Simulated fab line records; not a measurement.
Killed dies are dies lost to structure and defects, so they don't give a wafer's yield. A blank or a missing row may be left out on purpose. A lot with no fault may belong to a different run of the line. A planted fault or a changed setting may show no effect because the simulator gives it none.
Which tool was responsible? + flow gf180mcu + 14 lots, 42 wafers sampled, at 4 steps of a route of 602

WHAT THE GAUGES READ, wafer by wafer
No reading from a measuring or inspecting step in the record can be judged against a usual standard deviation.

EACH LOT AND THE TOOL THAT RAN IT (in order: tool; ch and the chambers of the sampled wafers; start)
| lot  | GF_MIM_SPUTTER_03            | GF_MIM_SPUTTER_04            | GF_MIM_SPUTTER_08            | GF_M5_PEB_05                      |
|------|------------------------------|------------------------------|------------------------------|-----------------------------------|
| L830 | pvd-sputter-04, day 24 10:37 | pvd-sputter-04, day 24 10:38 | pvd-sputter-02, day 24 10:49 | litho-track-02 ch 0, day 26 06:29 |
| L832 | pvd-sputter-04, day 25 05:46 | pvd-sputter-04, day 25 05:47 | pvd-sputter-03, day 25 05:58 | litho-track-03 ch 0, day 27 00:05 |
| L838 | pvd-sputter-03, day 27 07:36 | pvd-sputter-03, day 27 07:37 | pvd-sputter-02, day 27 07:47 | litho-track-04 ch 0, day 28 21:55 |
| L841 | pvd-sputter-03, day 27 22:52 | pvd-sputter-03, day 27 22:53 | pvd-sputter-02, day 27 23:04 | litho-track-03, day 29 13:17      |
| L842 | pvd-sputter-04, day 28 17:43 | pvd-sputter-04, day 28 17:44 | pvd-sputter-03, day 28 17:55 | litho-track-04, day 30 06:58      |
| L843 | pvd-sputter-04, day 28 19:37 | pvd-sputter-04, day 28 19:38 | pvd-sputter-03, day 28 19:49 | litho-track-03 ch 0, day 30 08:25 |
| L845 | pvd-sputter-04, day 29 12:58 | pvd-sputter-04, day 29 12:59 | pvd-sputter-02, day 29 13:10 | litho-track-04 ch 0, day 31 01:46 |
| L846 | pvd-sputter-02, day 29 15:44 | pvd-sputter-02, day 29 15:46 | pvd-sputter-04, day 29 15:56 | litho-track-02 ch 0, day 31 05:43 |
| L847 | pvd-sputter-04, day 29 21:19 | pvd-sputter-04, day 29 21:20 | pvd-sputter-02, day 29 21:31 | litho-track-04 ch 0, day 31 09:22 |
| L848 | pvd-sputter-03, day 30 06:33 | pvd-sputter-03, day 30 06:34 | pvd-sputter-04, day 30 06:46 | litho-track-04 ch 0, day 31 17:08 |
| L849 | pvd-sputter-02, day 30 15:46 | pvd-sputter-02, day 30 15:47 | pvd-sputter-03, day 30 15:58 | litho-track-02 ch 0, day 32 03:16 |
| L852 | pvd-sputter-02, day 31 06:24 | pvd-sputter-02, day 31 06:25 | pvd-sputter-04, day 31 06:35 | litho-track-02 ch 0, day 32 15:34 |
| L851 | pvd-sputter-03, day 31 07:57 | pvd-sputter-03, day 31 07:58 | pvd-sputter-02, day 31 08:08 | litho-track-03 ch 0, day 32 17:34 |
| L853 | pvd-sputter-03, day 31 08:22 | pvd-sputter-03, day 31 08:23 | pvd-sputter-02, day 31 08:34 | litho-track-02 ch 0, day 32 17:38 |
- GF_MIM_SPUTTER_03: material Ti, target thk 10 nm, time 6.7 s.
- GF_MIM_SPUTTER_04: material TiN, target thk 50 nm, time 41.7 s.
- GF_MIM_SPUTTER_08: material AlCu, target thk 200 nm, time 10.6 s.
- GF_M5_PEB_05: peb time 90 s.

AS READ BY THE TOOLS THEMSELVES (means over the sampled wafers that have a number; for cases with no such wafer, the mark the record gives instead)
GF_MIM_SPUTTER_03. Usual: throttle-valve-pct reads 29.5 % (standard deviation 0.97).
| lot  | tool           | throttle-valve-pct (%) | flag |
|------|----------------|------------------------|------|
| L830 | pvd-sputter-04 | 29.9                   |      |
| L832 | pvd-sputter-04 | 28.8                   |      |
| L838 | pvd-sputter-03 | 29.1                   |      |
| L841 | pvd-sputter-03 | 30.4                   |      |
| L842 | pvd-sputter-04 | 29.5                   |      |
| L843 | pvd-sputter-04 | 29.5                   |      |
| L845 | pvd-sputter-04 | 29.9                   |      |
| L846 | pvd-sputter-02 | 30.1                   |      |
| L847 | pvd-sputter-04 | 29.8                   |      |
| L848 | pvd-sputter-03 | 29.2                   |      |
| L849 | pvd-sputter-02 | 30.2                   |      |
| L852 | pvd-sputter-02 | 30.4                   |      |
| L851 | pvd-sputter-03 | 30.6                   |      |
| L853 | pvd-sputter-03 | 29.2                   |      |

GF_MIM_SPUTTER_04. Usual: throttle-valve-pct reads 29.5 % (standard deviation 0.98).
| lot  | tool           | throttle-valve-pct (%) | flag |
|------|----------------|------------------------|------|
| L830 | pvd-sputter-04 | 29.9                   |      |
| L832 | pvd-sputter-04 | 29.1                   |      |
| L838 | pvd-sputter-03 | 29.0                   |      |
| L841 | pvd-sputter-03 | 30.5                   |      |
| L842 | pvd-sputter-04 | 29.5                   |      |
| L843 | pvd-sputter-04 | 29.5                   |      |
| L845 | pvd-sputter-04 | 30.0                   |      |
| L846 | pvd-sputter-02 | 30.0                   |      |
| L847 | pvd-sputter-04 | 29.9                   |      |
| L848 | pvd-sputter-03 | 29.1                   |      |
| L849 | pvd-sputter-02 | 30.2                   |      |
| L852 | pvd-sputter-02 | 30.4                   |      |
| L851 | pvd-sputter-03 | 30.6                   |      |
| L853 | pvd-sputter-03 | 29.2                   |      |

GF_MIM_SPUTTER_08. Usual: throttle-valve-pct reads 29.6 % (standard deviation 0.94).
| lot  | tool           | throttle-valve-pct (%) | flag |
|------|----------------|------------------------|------|
| L830 | pvd-sputter-02 | 29.4                   |      |
| L832 | pvd-sputter-03 | 29.1                   |      |
| L838 | pvd-sputter-02 | 29.5                   |      |
| L841 | pvd-sputter-02 | 29.4                   |      |
| L842 | pvd-sputter-03 | 28.3                   |      |
| L843 | pvd-sputter-03 | 30.0                   |      |
| L845 | pvd-sputter-02 | 29.7                   |      |
| L846 | pvd-sputter-04 | 29.4                   |      |
| L847 | pvd-sputter-02 | 29.7                   |      |
| L848 | pvd-sputter-04 | 30.0                   |      |
| L849 | pvd-sputter-03 | 29.9                   |      |
| L852 | pvd-sputter-04 | 28.9                   |      |
| L851 | pvd-sputter-02 | 29.5                   |      |
| L853 | pvd-sputter-02 | 30.0                   |      |

GF_M5_PEB_05. Usual: chill-plate-temp-C 23.00 C, standard deviation 0.11; exhaust-pa 44.9 Pa, standard deviation 0.86.
| lot  | tool           | chill-plate-temp-C (C) | exhaust-pa (Pa) | flag |
|------|----------------|------------------------|-----------------|------|
| L830 | litho-track-02 | 22.89                  | 44.3            |      |
| L832 | litho-track-03 | 22.86                  | 44.7            |      |
| L838 | litho-track-04 | 22.96                  | 44.9            |      |
| L841 | litho-track-03 | -                      | -               | OFF  |
| L842 | litho-track-04 | -                      | -               | OFF  |
| L843 | litho-track-03 | 23.10                  | 44.9            |      |
| L845 | litho-track-04 | 22.88                  | 45.9            |      |
| L846 | litho-track-02 | 23.13                  | 45.2            |      |
| L847 | litho-track-04 | 22.95                  | 43.7            |      |
| L848 | litho-track-04 | 23.03                  | 44.4            |      |
| L849 | litho-track-02 | 23.01                  | 45.1            |      |
| L852 | litho-track-02 | 23.02                  | 44.8            |      |
| L851 | litho-track-03 | 23.14                  | 44.5            |      |
| L853 | litho-track-02 | 22.95                  | 46.7            |      |

THE ANSWER, worked out from the rows above alone
Rule: a lot counts as off when the mean over its wafers that have a number is more than 3 standard deviations away from the usual mean. A lot without any number at a reading at which 4 lots or more have one is off too. Where the step has rows for the other lots, those lots are counted as sound. Order of review: gauges by route order, followed by the tools' own readings, for which a lot's mean as printed above is used. At the first step where some lot is off, the reading lying furthest off is the one used; lots without a number count as furthest.
Off at GF_M5_PEB_05 (chill-plate-temp-C): L841, L842. Without a number there: L841, L842.
A tool fits if, at that step or a process step before it, it ran every lot that is off, and no sound lot after the first of them. Not one of the candidates tried fits.

WHAT THE SIMULATOR HAD INSERTED
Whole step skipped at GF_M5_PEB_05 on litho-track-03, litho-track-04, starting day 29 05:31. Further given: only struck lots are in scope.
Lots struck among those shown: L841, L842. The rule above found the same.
